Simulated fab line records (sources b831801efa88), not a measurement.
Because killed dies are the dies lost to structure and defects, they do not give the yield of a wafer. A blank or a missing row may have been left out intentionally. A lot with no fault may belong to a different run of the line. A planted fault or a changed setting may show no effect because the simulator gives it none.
Comparing a struck lot with a sound one / flow sky130 / 17 out of 708 route steps
Sound: the wafers L817.2, L817.3, L817.5. Wafers L821.2, L821.5, L821.6 were the ones struck. The cause is named last.
For every step that has rows: the tool of each side, followed by ch and its chambers, followed by its first start. Under that, the readings that differ: sound wafers / struck wafers / difference of the means / sigmas: that difference in standard deviations of wafers without a fault.
alike: a reading whose means differ by less than 2 such deviations, as well as words and numbers matching on both sides. not compared: withheld readings; readings where some wafer has no value; bounds like >300 that might hide an equal value; numbers whose values overlap and for which the record gives no deviation.
Wherever a step has rows on one side only, a row that says differs or no value, or a row with sigmas, the two part there. Non-overlapping numbers with no deviation appear without sigmas and do not part them. A reading missing from all wafers of one side parts the sides only when that side holds two or more wafers.

SKY_LDD_P_OVL_MEAS_08:
  struck on overlay-02, day 22 22:17; sound on overlay-02, day 21 12:23
  alike: LDD_P_OVL
after that, 1 step had no rows for these wafers: SKY_LDD_P_IMPLANT_09.
SKY_LDD_P_STRIP_10: strips in O2/N2.
  sound on plasma asher-03 ch 0,1, day 21 12:34; struck on plasma asher-01 ch 0,1, day 22 22:28
  alike: drypump motor current A, oes product au, strip time to endpoint s
  not compared: rf hours counter h
SKY_LDD_P_TW_MEAS_11:
  struck on film metro-02, day 22 22:34; sound on film metro-01, day 21 12:40
  alike: LDD_P_TW
then, 7 steps without rows for these wafers: SKY_LDD_HVN_DEHYDRATE_00 (time 60 s); SKY_LDD_HVN_HMDS_01 (prime time 60 s); SKY_LDD_HVN_COAT_02 (resist thk 300 nm); SKY_LDD_HVN_SOFTBAKE_03 (time 60 s); SKY_LDD_HVN_EXPOSE_04 (exposes mask HVNTM, target cd 700 nm); SKY_LDD_HVN_PEB_05; SKY_LDD_HVN_DEVELOP_06 (develop time 60 s).
SKY_LDD_HVN_OVL_MEAS_07:
  struck on overlay-01, day 24 04:50; sound on overlay-02, day 22 18:41
  alike: LDD_HVN_OVL
SKY_LDD_HVN_IMPLANT_08:
  sound on implanter-02 ch 0, day 22 18:44; struck on implanter-01 ch 0, day 24 05:12
SKY_LDD_HVN_STRIP_09: strips in O2/N2.
  sound on plasma asher-02 ch 0,1, day 22 18:52; struck on plasma asher-04 ch 0,1, day 24 05:20
  alike: drypump motor current A, oes product au, strip time to endpoint s
  not compared: rf hours counter h
SKY_LDD_HVN_TW_MEAS_10:
  struck on film metro-03, day 24 05:26; sound on film metro-02, day 22 18:58
reading=LDD_HVN_TW; sound=1405 1415 1411; struck=1818 1810 1812; difference=+403; sigmas=+21
then, 1 step without rows for these wafers: SKY_LDD_HVP_DEHYDRATE_00 (time 60 s).
-- a jump in the record: the struck wafers' starts before and after are 24 days apart (it breaks off in module LDD_HVP and resumes in module PAD_OPEN, where the first step shown is number 708 of the route) --
SKY_PAD_OPEN_PROBE_99:
  struck on prober-02, day 48 14:18; sound on prober-02, day 47 10:23
reading=model.etest.tip_n_5v.rs ohm sq; sound=1401 1398 1396; struck=853.8 852 857.3; difference=-544.0; sigmas=
reading=model.etest.nfet g5v0d10v5.r on ohm um; sound=1885 1890 1880; struck=1738 1740 1730; difference=-149; sigmas=
reading=model.etest.nfet g5v0d10v5.drive ua um; sound=618.3 611.5 612.9; struck=645.1 649 651.2; difference=+34.2; sigmas=
reading=model.etest.nfet_05v0_nvt.drive ua um; sound=586.9 587.1 586.6; struck=591.6 592.4 597.6; difference=+7.0; sigmas=
reading=model.etest.res ndiff hv.rs ohm sq; sound=116 114.9 115.4; struck=111.8 111.8 110.9; difference=-3.9; sigmas=
reading=model.etest.ring_5v.delay ps; sound=44.37 44.8 44.47; struck=43.74 43.72 43.52; difference=-0.89; sigmas=
reading=model.etest.nfet_05v0_nvt.off log10 a um; sound=-11.09 -11.09 -11.03; struck=-10.7 -10.84 -10.73; difference=+0.3; sigmas=
reading=model.etest.nfet g5v0d10v5.vt sat v (V); sound=0.7512 0.7569 0.755; struck=0.6859 0.664 0.6727; difference=-0.0802; sigmas=
  alike: killed_at_M0_to_M3, killed_at_M4_up, killed at contacts, killed at front end, killed at other, killed dies, killed open, killed short

## WHERE THEY PART
Within this record, at SKY_LDD_HVN_TW_MEAS_10 only. Later steps at which nothing parts them and some readings are alike: SKY_PAD_OPEN_PROBE_99.

WHY: what had been put in by the simulator
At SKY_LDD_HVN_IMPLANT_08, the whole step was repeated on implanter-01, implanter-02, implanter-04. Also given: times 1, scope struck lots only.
